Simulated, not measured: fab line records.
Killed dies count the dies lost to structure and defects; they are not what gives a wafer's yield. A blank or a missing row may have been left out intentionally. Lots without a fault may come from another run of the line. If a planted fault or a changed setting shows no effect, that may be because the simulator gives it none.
fab line records	flow gf180mcu
record: lots: 12	wafers: 36	lastDay: 34
route steps=602 shown VT_IMPLANT@131 CONTACT@303 V1@349 M3@409
lots untouched by any fault: they come from a run of this same line in which no faults occurred
startH: the number of hours between the record's first day and the start of the first shown wafer of the lot	waitH: hours from the lot's prior step to this one	" identical to the entry in the row above	L1.1+2: one row covering several wafers at once	- no value present, or no start provided	* or withheld: withheld	< > ~ a bound
route shown NAME@n: NAME is a module with steps in the file, n the number in the route of the first one	usual: mean/standard deviation taken from wafers without a fault	same: alike in all rows	chamber/n: place in a boat	sites: each site's reading	_std_site: the values' standard deviation	_edge_site: the outer-site mean with the inner-site mean subtracted	radiusMm: for every site, how far away it sits from the centre of the wafer	mask NAME#n: copy n	behind: the last tool/chamber to shape the wafer	hold: reason for holding the lot/hours on hold/outcome of the hold	device: which transistor (n, p or np) failed to switch	end of line: the same wafers' tests at the end of the route	a step with no rows: only its recipe	killed: not the wafer's yield, but the dies lost to structure and defects at the first sort	map: per-die view of a wafer (x killed, . not killed, _ where there is no die)
set.NAME: the run value of the setting; set.NAME@STEP: its run value at that earlier step	model.NAME: the simulator's own value behind a step, which no gauge read
one table for each step of the route and one row for each wafer, over a sample of lots
services: the hour from which a tool's chamber was out of use, counted from the record's first day as startH (under 0 if before that day), plus the number of hours and why
== steps ==
step: GF_VT_IMPLANT_IMPLANT_41
recipe: species: As	energyKev: 70	doseCm2: 1.013e+12	tiltDeg: 7
usual: doseIonsCm2: 1.0131e+12/9.5e+08	faradayCurrentUA: 5.71/0.12	tiltDeg: 6.995/0.019
lot.wafer	tool	chamber	startH	waitH	doseIonsCm2	faradayCurrentUA	tiltDeg
L106.1	implanter-02	0	158.26	0.0	1.0139e+12	5.72	7.014
L106.4	"	0	"	"	1.0123e+12	5.61	7.017
L106.5	"	0	"	"	1.0122e+12	5.76	7.037
L110.1	implanter-02	0	184.11	0.0	1.0141e+12	5.77	6.997
L110.5	"	0	"	"	1.0129e+12	5.75	6.979
L110.6	"	0	"	"	1.0119e+12	5.68	6.996
L111.1	implanter-01	0	188.04	0.0	1.0129e+12	5.54	6.972
L111.5	"	0	"	"	1.0145e+12	5.61	6.965
L111.6	"	0	"	"	1.0146e+12	5.71	6.999
L113.1	implanter-04	0	206.84	0.0	1.0127e+12	5.58	6.985
L113.3	"	0	"	"	1.0134e+12	5.98	6.998
L113.4	"	0	"	"	1.0125e+12	5.80	6.970
L114.1	implanter-02	0	211.86	0.0	5.237e+11	2.97	6.998
L114.4	"	0	"	"	5.244e+11	2.98	6.993
L114.6	"	0	"	"	5.237e+11	3.00	6.995
L115.1	implanter-02	0	216.59	0.0	5.261e+11	2.95	6.957
L115.4	"	0	"	"	5.252e+11	3.04	6.964
L115.5	"	0	"	"	5.236e+11	3.07	6.992
L116.2	implanter-01	0	231.47	0.0	1.0123e+12	5.58	7.000
L116.3	"	0	"	"	1.0113e+12	5.70	6.979
L116.5	"	0	"	"	1.0131e+12	5.60	7.013
L123.1	implanter-01	0	272.56	0.0	1.0136e+12	5.75	7.027
L123.2	"	0	"	"	1.0126e+12	5.78	6.995
L123.4	"	0	"	"	1.0128e+12	5.55	7.022
L124.1	implanter-04	0	280.01	0.0	1.0127e+12	5.73	6.997
L124.3	"	0	"	"	1.013e+12	5.61	7.013
L124.5	"	0	"	"	1.013e+12	5.67	7.011
L126.1	implanter-02	0	291.55	0.0	1.0127e+12	5.54	7.023
L126.2	"	0	"	"	1.0126e+12	5.75	7.010
L126.5	"	0	"	"	1.0118e+12	5.62	7.002
L127.1	implanter-02	0	297.40	0.0	1.0129e+12	5.92	7.002
L127.2	"	0	"	"	1.0119e+12	5.70	7.013
L127.4	"	0	"	"	1.0125e+12	5.60	7.006
L128.1	implanter-04	0	304.56	0.0	1.0126e+12	5.97	6.975
L128.2	"	0	"	"	1.0125e+12	5.91	7.029
L128.4	"	0	"	"	1.0123e+12	5.62	6.979
step: GF_VT_IMPLANT_TW_MEAS_43
usual: VT_IMPLANT_4_TW: 689/3.7
lot.wafer	tool	chamber	startH	waitH	hold	VT_IMPLANT_4_TW
L106.1	filmMetro-03	-	158.51	0.1	-	688
L106.4	"	-	"	"	-	691
L106.5	"	-	"	"	-	688
L110.1	filmMetro-03	-	184.36	0.1	-	683
L110.5	"	-	"	"	-	686
L110.6	"	-	"	"	-	686
L111.1	filmMetro-02	-	188.29	0.1	-	689
L111.5	"	-	"	"	-	687
L111.6	"	-	"	"	-	695
L113.1	filmMetro-03	-	207.09	0.1	-	687
L113.3	"	-	"	"	-	688
L113.4	"	-	"	"	-	689
L114.1	filmMetro-03	-	212.11	0.1	awaitDispo/0.2h/release	559
L114.4	"	-	"	"	awaitDispo/0.2h/release	561
L114.6	"	-	"	"	awaitDispo/0.2h/release	561
L114.1	filmMetro-03	-	212.33	0.2	-	561
L114.4	"	-	"	"	-	559
L114.6	"	-	"	"	-	559
L115.1	filmMetro-03	-	216.84	0.1	awaitDispo/0.2h/release	560
L115.4	"	-	"	"	awaitDispo/0.2h/release	562
L115.5	"	-	"	"	awaitDispo/0.2h/release	564
L115.1	filmMetro-03	-	217.07	0.2	-	561
L115.4	"	-	"	"	-	562
L115.5	"	-	"	"	-	561
L116.2	filmMetro-02	-	231.70	0.1	-	692
L116.3	"	-	"	"	-	690
L116.5	"	-	"	"	-	691
L123.1	filmMetro-03	-	272.81	0.1	-	686
L123.2	"	-	"	"	-	689
L123.4	"	-	"	"	-	685
L124.1	filmMetro-03	-	280.26	0.1	-	689
L124.3	"	-	"	"	-	686
L124.5	"	-	"	"	-	683
L126.1	filmMetro-02	-	291.80	0.1	-	690
L126.2	"	-	"	"	-	692
L126.5	"	-	"	"	-	691
L127.1	filmMetro-03	-	297.65	0.1	-	692
L127.2	"	-	"	"	-	689
L127.4	"	-	"	"	-	695
L128.1	filmMetro-04	-	304.81	0.1	-	685
L128.2	"	-	"	"	-	686
L128.4	"	-	"	"	-	682
step: GF_CONTACT_ETCH_16
recipe: chemistry: N2/H2	targetDepthA: withheld	overetchA: withheld	timeS: withheld	target: BARC	ionEnergyEv: 200	sourceW: 500	biasW: 100	pressureMtorr: 30	n2FlowSccm: 100	h2FlowSccm: 200
usual: drypumpMotorCurrentA: 5.8/0.42	oesProductAu: 0.853/0.0044	throttleValvePct: 13.224/0.0097
lot.wafer	tool	chamber	startH	waitH	drypumpMotorCurrentA	oesProductAu	throttleValvePct
L106.1	rieDiel-01	0	361.79	0.0	5.5	0.859	13.227
L106.4	"	2	"	"	5.1	0.852	13.211
L106.5	"	0	"	"	5.5	0.856	13.232
L110.1	rieDiel-01	3	399.11	0.0	5.9	0.854	13.233
L110.5	"	0	"	"	5.6	0.862	13.216
L110.6	"	3	"	"	5.8	0.852	13.212
L111.1	rieDiel-01	0	404.34	0.0	5.5	0.849	13.233
L111.5	"	3	"	"	5.8	0.844	13.219
L111.6	"	0	"	"	5.5	0.858	13.217
L113.1	rieDiel-02	0	432.32	0.0	5.8	0.853	13.221
L113.3	"	3	"	"	6.0	0.849	13.216
L113.4	"	2	"	"	5.7	0.849	13.233
L114.1	rieDiel-02	1	434.64	0.0	4.9	0.851	13.230
L114.4	"	0	"	"	5.8	0.860	13.227
L114.6	"	3	"	"	6.0	0.852	13.213
L115.1	rieDiel-04	2	442.77	0.0	6.2	0.853	13.219
L115.4	"	3	"	"	6.6	0.851	13.219
L115.5	"	3	"	"	6.5	0.852	13.215
L116.2	rieDiel-04	1	460.12	0.0	5.8	0.858	13.224
L116.3	"	3	"	"	6.6	0.856	13.224
L116.5	"	0	"	"	5.9	0.852	13.223
L123.1	rieDiel-01	0	513.26	0.0	5.6	0.858	13.218
L123.2	"	1	"	"	5.6	0.853	13.214
L123.4	"	2	"	"	5.1	0.857	13.224
L124.1	rieDiel-01	2	527.14	0.0	5.2	0.850	13.212
L124.3	"	1	"	"	5.6	0.862	13.210
L124.5	"	2	"	"	5.2	0.859	13.231
L126.1	rieDiel-04	3	536.22	0.0	6.6	0.852	13.221
L126.2	"	1	"	"	5.8	0.851	13.219
L126.5	"	1	"	"	5.8	0.845	13.224
L127.1	rieDiel-04	1	540.51	0.0	5.8	0.861	13.217
L127.2	"	0	"	"	5.9	0.849	13.226
L127.4	"	3	"	"	6.6	0.850	13.220
L128.1	rieDiel-01	0	553.99	0.0	5.6	0.858	13.235
L128.2	"	1	"	"	5.6	0.857	13.245
L128.4	"	3	"	"	5.9	0.855	13.213
step: GF_V1_CD_MEAS_14
recipe: targetCdNm: 260
usual: cdNm: 260.1/1.2
lot.wafer	tool	chamber	startH	waitH	cdNm
L106.1	cdSem-02	-	410.17	0.1	257.7
L106.4	"	-	"	"	258.3
L106.5	"	-	"	"	258.7
L110.1	cdSem-02	-	449.33	0.1	259.4
L110.5	"	-	"	"	260.2
L110.6	"	-	"	"	260.6
L111.1	cdSem-02	-	454.65	0.1	257.9
L111.5	"	-	"	"	258.1
L111.6	"	-	"	"	258.7
L113.1	cdSem-01	-	483.35	0.1	260.8
L113.3	"	-	"	"	260.0
L113.4	"	-	"	"	259.8
L114.1	cdSem-02	-	485.55	0.1	260.9
L114.4	"	-	"	"	260.5
L114.6	"	-	"	"	260.8
L115.1	cdSem-01	-	494.97	0.1	261.0
L115.4	"	-	"	"	259.2
L115.5	"	-	"	"	259.6
L116.2	cdSem-02	-	510.65	0.1	258.8
L116.3	"	-	"	"	258.7
L116.5	"	-	"	"	258.0
L123.1	cdSem-02	-	561.47	0.1	260.9
L123.2	"	-	"	"	261.5
L123.4	"	-	"	"	260.1
L124.1	cdSem-02	-	573.75	0.1	262.3
L124.3	"	-	"	"	260.5
L124.5	"	-	"	"	261.2
L126.1	cdSem-02	-	583.15	0.1	258.8
L126.2	"	-	"	"	259.3
L126.5	"	-	"	"	258.4
L127.1	cdSem-02	-	587.25	0.1	261.2
L127.2	"	-	"	"	261.7
L127.4	"	-	"	"	261.4
L128.1	cdSem-01	-	600.20	0.1	260.1
L128.2	"	-	"	"	258.9
L128.4	"	-	"	"	259.5
step: GF_M3_SPUTTER_00
recipe: material: Ti	targetThkNm: 37.5	arrivingIonEnergyEv: 80	substrateTempC: 200	chamberPressurePa: 2	powerW: 4000	timeS: 150
usual: chamberPressurePa: 2.000/0.0042	substrateTempC: 199.97/0.19	throttleValvePct: 30.1/0.99
lot.wafer	tool	chamber	startH	waitH	chamberPressurePa	substrateTempC	throttleValvePct
L106.1	pvdSputter-04	-	462.63	0.2	2.001	199.99	30.0
L106.4	"	-	"	"	1.996	199.88	30.3
L106.5	"	-	"	"	1.996	200.03	30.0
L110.1	pvdSputter-04	-	501.68	0.2	2.005	200.13	29.9
L110.5	"	-	"	"	2.002	200.08	31.1
L110.6	"	-	"	"	2.000	200.20	30.1
L111.1	pvdSputter-03	-	507.64	0.2	1.996	199.65	31.4
L111.5	"	-	"	"	2.004	199.94	27.6
L111.6	"	-	"	"	2.000	200.04	30.1
L113.1	pvdSputter-01	-	535.13	0.2	2.005	200.02	31.8
L113.3	"	-	"	"	1.998	199.95	29.7
L113.4	"	-	"	"	2.004	200.12	29.9
L114.1	pvdSputter-01	-	536.51	0.1	1.997	199.79	29.5
L114.4	"	-	"	"	1.996	200.21	31.6
L114.6	"	-	"	"	2.002	200.12	29.7
L115.1	pvdSputter-01	-	545.94	0.2	2.001	199.76	30.2
L115.4	"	-	"	"	1.994	199.65	31.7
L115.5	"	-	"	"	2.002	199.92	30.0
L116.2	pvdSputter-04	-	561.03	0.2	1.994	199.74	31.1
L116.3	"	-	"	"	1.997	199.99	30.8
L116.5	"	-	"	"	2.004	199.70	30.9
L123.1	pvdSputter-03	-	608.71	0.2	2.001	199.92	31.7
L123.2	"	-	"	"	2.001	199.98	29.4
L123.4	"	-	"	"	2.000	200.21	30.6
L124.1	pvdSputter-04	-	620.11	0.2	2.003	199.95	30.4
L124.3	"	-	"	"	2.004	199.91	30.2
L124.5	"	-	"	"	1.996	200.08	30.3
L126.1	pvdSputter-04	-	629.94	0.1	2.001	199.89	30.0
L126.2	"	-	"	"	1.995	199.80	31.0
L126.5	"	-	"	"	1.998	199.71	30.2
L127.1	pvdSputter-04	-	633.87	0.2	1.998	200.29	29.8
L127.2	"	-	"	"	1.997	199.84	30.6
L127.4	"	-	"	"	1.998	200.42	31.1
L128.1	pvdSputter-03	-	645.41	0.2	1.993	199.78	30.3
L128.2	"	-	"	"	1.998	200.13	31.4
L128.4	"	-	"	"	2.002	199.61	29.6
== services ==
tool	chamber	startH	hours	kind
implanter-01	-	140.55	4.5	repair
rieDiel-04	-	141.17	0.2	repair
implanter-02	-	143.91	2.5	repair
rieDiel-01	-	150.40	2.8	pm
pvdSputter-03	-	179.89	1.2	repair
pvdSputter-03	-	186.38	5.9	repair
implanter-04	-	215.88	1.4	repair
implanter-04	-	217.24	4.4	pm
pvdSputter-04	-	225.91	10.0	repair
pvdSputter-01	-	245.72	8.6	repair
rieDiel-01	3	279.73	5.5	repair
rieDiel-04	3	289.35	2.3	repair
implanter-02	-	299.33	6.2	pm
implanter-02	-	307.08	4.4	pm
rieDiel-04	0	315.36	8.3	repair
rieDiel-01	1	445.04	1.5	repair
rieDiel-04	1	521.97	5.4	repair
rieDiel-01	0	558.25	9.5	repair
rieDiel-01	3	565.68	7.7	repair
rieDiel-01	2	567.21	5.0	repair
pvdSputter-04	-	626.23	2.3	repair
rieDiel-04	-	627.23	28.1	pm
implanter-02	-	637.68	1.9	repair
rieDiel-01	1	638.33	3.9	repair
== key ==
firstSign: step: GF_VT_IMPLANT_IMPLANT_41	reading: doseIonsCm2	direction: down	sigmas: 99+	usual: 1.0131e+12	struck: 5.244e+11
effect: step: GF_VT_IMPLANT_IMPLANT_41	reading: faradayCurrentUA	direction: down	sigmas: 23	usual: 5.71	struck: 3.00
effect: step: GF_VT_IMPLANT_TW_MEAS_43	reading: visit	direction: added
effect: step: GF_VT_IMPLANT_TW_MEAS_43	reading: VT_IMPLANT_4_TW	direction: down	sigmas: 35	usual: 689	struck: 561
metAt GF_VT_IMPLANT_IMPLANT_41
struckLots L114,L115
testerLeftOut L114,L115
notActingAt GF_CONTACT_ETCH_16,GF_V1_CD_MEAS_14,GF_M3_SPUTTER_00
onsetBetween 184.11 211.86
fault: kind: processParameterDrift	tool: implanter-02	chamber: -	onsetH: 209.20	steps: GF_VT_IMPLANT_IMPLANT_41	channel: doseCm2	offset: -4.8882e+11	shape: step	endH: 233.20	actsIn: theseRecipesOnly	stated: 1.013e+12
testerLeftOut: of these lots the tester's yield and bins aren't shown, on N5 and GAA mostly nor the transistor test; their killed dies are dies lost to structure and defects alone, not to doping, threshold or leakage, so they don't give the yield
